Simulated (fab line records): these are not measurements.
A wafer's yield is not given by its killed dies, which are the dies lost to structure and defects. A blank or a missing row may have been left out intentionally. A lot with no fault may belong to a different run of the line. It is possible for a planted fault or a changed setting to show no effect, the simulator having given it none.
Comparing a struck lot with a sound one + flow gf180mcu + 14 steps out of a route of 602
Sound: the wafers L601.1, L601.2, L601.3. The struck wafers were L609.2, L609.3, L609.6. The cause comes at the end.
Each step with rows lists, per side, the tool, then ch with its chambers, then its first start. Under that, the readings that differ: sound wafers + struck wafers + difference of the means + sigmas: that difference in standard deviations of wafers without a fault.
alike: readings with means less than 2 such deviations apart, plus words and numbers identical on both sides. not compared: withheld readings, readings lacking a value on some wafer, bounds such as >300 that could conceal the same value, and numbers that have no deviation in the record and whose values overlap.
Wherever a step has rows on one side only, a row that says differs or no value, or a row with sigmas, the two part there. When numbers do not overlap yet have no deviation, they are printed without sigmas and do not part them. Lack of a reading on every wafer of one side parts them only where that side has two or more wafers.

GF_V4_ETCH_16: etches BARC in N2/H2.
  sound on rieDiel-04 ch 0,1,2, day 26 06:53; struck on rieDiel-03 ch 1,2, day 29 01:34
  alike: drypumpMotorCurrentA, oesProductAu, throttleValvePct
GF_V4_ETCH_17: etches SiO2 in C4F8/O2/Ar, stops on TiN, target depth 630 nm.
  sound: rieDiel-04 ch 0,1,2; struck: rieDiel-03 ch 1,2
  alike: oesProductAu
then, 3 steps without rows for these wafers: GF_V4_STRIP_18 (strips in O2/N2); GF_V4_STRIP_19 (strips in post etch residue remover, time 1200 s); GF_V4_CLEAN_20 (cleans in DIW).
GF_V4_SPUTTER_21: material Ti, target thk 15 nm, time 80.02 s.
  sound on pvdSputter-03 at day 26 07:33; struck on pvdSputter-02 at day 29 02:13
  alike: cathodeDcPowerW, chamberPressurePa, throttleValvePct
then, 1 step without rows for these wafers: GF_V4_SPUTTER_22 (material TiN, target thk 10 nm, time 40 s).
GF_V4_CVD_23: deposits W, target thk 350 nm, time 104.9 s.
  sound on cvdW-01 ch 0,1, day 26 07:39; struck on cvdW-01 ch 1, day 29 02:19
  alike: chamberPressureTorr, heaterPowerW
GF_V4_RS_MEAS_24: uses a four-point probe to measure.
  sound on filmMetro-04 at day 26 07:46; struck on filmMetro-03 at day 29 02:27
  alike: V4_W_RS
GF_V4_THK_MEAS_25: measures by xrf.
  sound on filmMetro-04 at day 26 07:53; struck on filmMetro-03 at day 29 02:34
  alike: V4_W_THK
then, 2 steps without rows for these wafers: GF_V4_CMP_26 (polishes, stops on SiO2, t overpolish 15 s, target thk 0 nm); GF_MIM_SPUTTER_00 (material Ti, target thk 37.5 nm, time 150 s).
GF_MIM_SPUTTER_01: material TiN, target thk 30 nm, time 25 s.
  sound on pvdSputter-04 at day 26 08:20; struck on pvdSputter-01 at day 29 03:01
  no value came back on the struck wafers for cathodeDcPowerW (W), chamberPressurePa (Pa), throttleValvePct (%), timeS (s); on the sound wafers cathodeDcPowerW (W) reads 6501.4 6499.7 6500.8
GF_MIM_SPUTTER_02: material AlCu, target thk 450 nm, time 23.9 s.
  sound on pvdSputter-04 at day 26 08:22; struck on pvdSputter-01 at day 29 03:02
  alike: cathodeDcPowerW, chamberPressurePa, throttleValvePct

## WHERE THEY PART
Within this record, at GF_MIM_SPUTTER_01 only. Later steps at which nothing parts them and some readings are alike: GF_MIM_SPUTTER_02.

WHY: what had been put in by the simulator
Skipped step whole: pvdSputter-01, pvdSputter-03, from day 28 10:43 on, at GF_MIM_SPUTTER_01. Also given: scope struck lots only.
